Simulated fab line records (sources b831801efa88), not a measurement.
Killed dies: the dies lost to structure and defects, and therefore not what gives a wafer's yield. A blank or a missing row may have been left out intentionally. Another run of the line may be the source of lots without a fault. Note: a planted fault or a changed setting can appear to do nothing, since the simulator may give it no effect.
Comparing a struck lot with a sound one | flow sky130 | 16 steps out of a route of 708
Sound: these wafers, L721.2, L721.4, L721.5. Struck: wafer L731.2. (L731.4 of the same lot was not struck and is left out.) The cause comes at the end.
For every step that has rows: the tool of each side, followed by ch and its chambers, followed by its first start. Under that, the readings that differ: sound wafers | struck wafers | difference of the means | sigmas: that difference in standard deviations of wafers without a fault.
alike: words and numbers the same on both sides, and readings whose means are apart by under 2 such deviations; not compared: readings that were withheld, readings missing a value for some wafer, numbers with overlapping values and no deviation given by the record, and bounds like >300 which may hide the same value.
A row with sigmas, a row that says differs or no value, or rows on one side alone: a step with any of these is where the two part. Non-overlapping numbers with no deviation appear without sigmas and do not part them. Lack of a reading on every wafer of one side parts them only where that side has two or more wafers.

first, 1 step without rows for these wafers: SKY_POLY_CUT_DEVELOP_07 (develop time 60 s).
SKY_POLY_CUT_CD_MEAS_08: target cd 270 nm.
  sound: cd_sem-01 at day 28 17:59; struck: cd_sem-01 at day 31 22:29
  alike: cd_nm
SKY_POLY_CUT_OVL_MEAS_09:
  sound: overlay-01 at day 28 18:06; struck: overlay-01 at day 31 22:35
  reading           | sound  | struck | difference | sigmas
  POLY_CUT_OVL (nm) | 8 11 6 | -6     | -14        | -2
SKY_POLY_CUT_ETCH_10: etches BARC in N2/H2, stops on SiO2, time 45.9 s, target depth 60 nm.
  sound on rie_diel-04 ch 0,1,3, day 28 18:08; struck on rie_diel-04 ch 0, day 31 22:37
  reading                     | sound             | struck | difference | sigmas
  drypump_motor_current_A (A) | 5.3 4.7 6.3       | 6.3    | +0.9       | +2
  oes_product_au (a.u.)       | 0.854 0.845 0.857 | 0.864  | +0.012     | +3
  alike: bias_w, n2_flow_sccm, throttle_valve_pct
  not compared: rf_hours_counter_h
SKY_POLY_CUT_ETCH_11: etches Si3N4 in CF4/CH2F2/Ar, stops on poly-Si, time 42.5 s, target depth 60 nm.
  sound on rie_diel-04 ch 0,1,3, day 28 18:10; struck on rie_diel-04 ch 0, day 31 22:40
  reading                     | sound             | struck | difference | sigmas
  bias_w (W)                  | 149.5 150.1 150.9 | 149.0  | -1.2       | -3
  drypump_motor_current_A (A) | 5.3 4.7 6.3       | 6.3    | +0.9       | +2
  alike: oes_product_au, throttle_valve_pct
  not compared: rf_hours_counter_h
SKY_POLY_CUT_STRIP_12: strips in O2/N2.
  sound on plasma_asher-02 ch 0,1, day 28 18:13; struck on plasma_asher-02 ch 0, day 31 22:42
  reading             | sound             | struck | difference | sigmas
  n2_flow_sccm (sccm) | 298.4 298.0 299.3 | 300.9  | +2.3       | +3
  alike: drypump_motor_current_A, oes_product_au, strip_time_to_endpoint_s
  not compared: rf_hours_counter_h
then, 6 steps without rows for these wafers: SKY_SD_P_DEHYDRATE_00 (time 60 s); SKY_SD_P_HMDS_01 (prime time 60 s); SKY_SD_P_COAT_02 (resist thk 1140 nm); SKY_SD_P_SOFTBAKE_03 (time 60 s); SKY_SD_P_EXPOSE_04 (exposes mask PSDM, target cd 380 nm); SKY_SD_P_PEB_05.
SKY_SD_P_DEVELOP_06: develop time 60 s.
  sound on litho_track-04 ch 0, day 29 21:47; struck on litho_track-03 ch 0, day 33 01:39
  alike: resist_line_temp_C
SKY_SD_P_CD_MEAS_07: target cd 380 nm.
  sound: cd_sem-01 at day 29 21:55; struck: cd_sem-02 at day 33 01:47
  reading    | sound             | struck | difference | sigmas
  cd_nm (nm) | 378.0 378.4 378.7 | 275.6  | -102.8     | -35
SKY_SD_P_OVL_MEAS_08:
  sound: overlay-01 at day 29 22:02; struck: overlay-01 at day 33 01:54
  alike: SD_P_OVL
after that, 1 step had no rows for these wafers: SKY_PAD_OPEN_PROBE_99.

== WHERE THEY PART ==
At SKY_POLY_CUT_OVL_MEAS_09 first; at SKY_SD_P_CD_MEAS_07 last (within this record only). Later steps at which nothing parts them and some readings are alike: SKY_SD_P_OVL_MEAS_08.

WHY: the cause the simulator had injected
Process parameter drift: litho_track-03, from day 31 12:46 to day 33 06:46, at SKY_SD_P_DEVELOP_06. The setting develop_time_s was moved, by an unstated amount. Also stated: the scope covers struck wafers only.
